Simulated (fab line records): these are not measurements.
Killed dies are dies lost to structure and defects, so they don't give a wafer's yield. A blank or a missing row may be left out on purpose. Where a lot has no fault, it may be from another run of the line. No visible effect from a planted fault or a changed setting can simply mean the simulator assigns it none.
8D (eight disciplines) problem report, filled in by code	flow sky130	the parts of the form that need people (team, actions taken, sign-off) are left out

## 1. WHAT IS WRONG
SKY_PAD_OPEN_PROBE_99, killed at other: mean 53.0 on 2 wafers (1 lot); fault-free wafers 0.4, standard deviation 0.62. Measured from the usual mean, that is +85 standard deviations.
First observed at day 47 07:08: wafer L800.1, on prober-02. Wafers with a number at this step in the record: 9, from 3 lots. Rule for "out", or "out of limits": more than 4 standard deviations from the usual mean. Any other wafer with a number is counted as sound.

## 2. WHAT THIS IS AND IS NOT
question	is	is not
which readings at this step	killed at other, defect limited yield, killed dies, sort n pass, sort yield pct	killed_at_M0_to_M3, killed_at_M4_up, killed at contacts, killed at front end, killed open, killed short
which lots	L800	L811, L816
which wafers of those lots	L800.1, L800.6	L800.2
read on which tools	prober-02	prober-01
when	from day 47 07:08	up to then (0 sound wafers); but 7 sound wafers of L800, L811, L816 came after

## 3. SUSPECTS, AND WHAT RULES EACH OUT
Counting: a tool at a process step up to the reading stays a suspect if it ran every lot that is out. Sound lots after the first of them don't rule it out here, since some wafers of a struck lot are sound.
- pvd sputter-03 at SKY_METAL4_SPUTTER_04 (material TiN, target thk 70 nm, time 58.3 s): kept. It ran the lot that is out, L800 (day 41 15:14).
- pecvd-02 at SKY_CAP2M_CVD_00 (deposits SiO2, target thk 15.5 nm): kept. It ran the lot that is out, L800 (day 41 15:17).
- rie diel-03 at SKY_PASSIVATION_ETCH_11 (etches the open film in CF4/O2, stops on AlCu, target depth 725 nm, time 161.1 s): kept. It ran the lot that is out, L800 (day 46 08:55).
- prober-02 at SKY_PAD_OPEN_PROBE_99: kept. It ran the lot that is out, L800 (day 47 07:08). Its own readings are out on those wafers: defect limited yield, killed at other, killed dies, sort n pass, sort yield pct.
- The sound lot-mates ran in chamber 2 of pecvd-02 at SKY_CAP2M_CVD_00, but the wafers that are out ran in chamber 1.
- Within rie diel-03 at SKY_PASSIVATION_ETCH_11: the wafers that are out ran in chambers 0, 2; their sound lot-mates ran in chamber 3.
Left after counting: pvd sputter-03 at SKY_METAL4_SPUTTER_04, pecvd-02 at SKY_CAP2M_CVD_00, rie diel-03 at SKY_PASSIVATION_ETCH_11, prober-02 at SKY_PAD_OPEN_PROBE_99.

## 4. THE CAUSE (what the simulator had put in)
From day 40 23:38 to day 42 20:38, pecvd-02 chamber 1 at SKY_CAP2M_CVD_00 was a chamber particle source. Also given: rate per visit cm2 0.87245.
4 suspects survive the count, and this tool is in that group.

## 5. SEQUENCE OF EFFECTS, ordered by route
One row per reading whose mean, taken over the struck wafers that have a number, lies over 3 standard deviations from the usual. Only readings whose record carries a usual standard deviation are examined. hours: median over the lots of the time between each lot's start at the first step of this table that gives one and its start at this step. sigmas: the change, counted in usual standard deviations.
hours	step	reading	usual	on struck wafers	change	sigmas
0	SKY_PAD_OPEN_PROBE_99	defect limited yield	82.5 %	73.5	-9.0	-4.7
0	SKY_PAD_OPEN_PROBE_99	killed at other	0.4	53.0	+52.6	+85
0	SKY_PAD_OPEN_PROBE_99	killed dies	86	130	+44	+4.8
0	SKY_PAD_OPEN_PROBE_99	sort_bin_5_function	10.3 %	16.9	+6.6	+4.7
0	SKY_PAD_OPEN_PROBE_99	sort n pass	406	362	-44	-4.8
0	SKY_PAD_OPEN_PROBE_99	sort yield pct	82.5 %	73.5	-9.0	-4.7
The process steps in it:
- SKY_PAD_OPEN_PROBE_99

## 6. HOW IT WOULD HAVE BEEN CAUGHT EARLIER
The fault began at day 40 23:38; the first out-of-limits reading in this record came at day 47 07:08, 152 hours later.
An alarm limit of 4 standard deviations would not have fired on the tool readings at SKY_CAP2M_CVD_00 for which the record gives a usual standard deviation, since none of them was out on any struck wafer.
By day 47 07:08 the whole set of lots that are out, 1 in number, had already begun SKY_CAP2M_CVD_00 on pecvd-02. A hold on the tool at that time would have spared none of them.
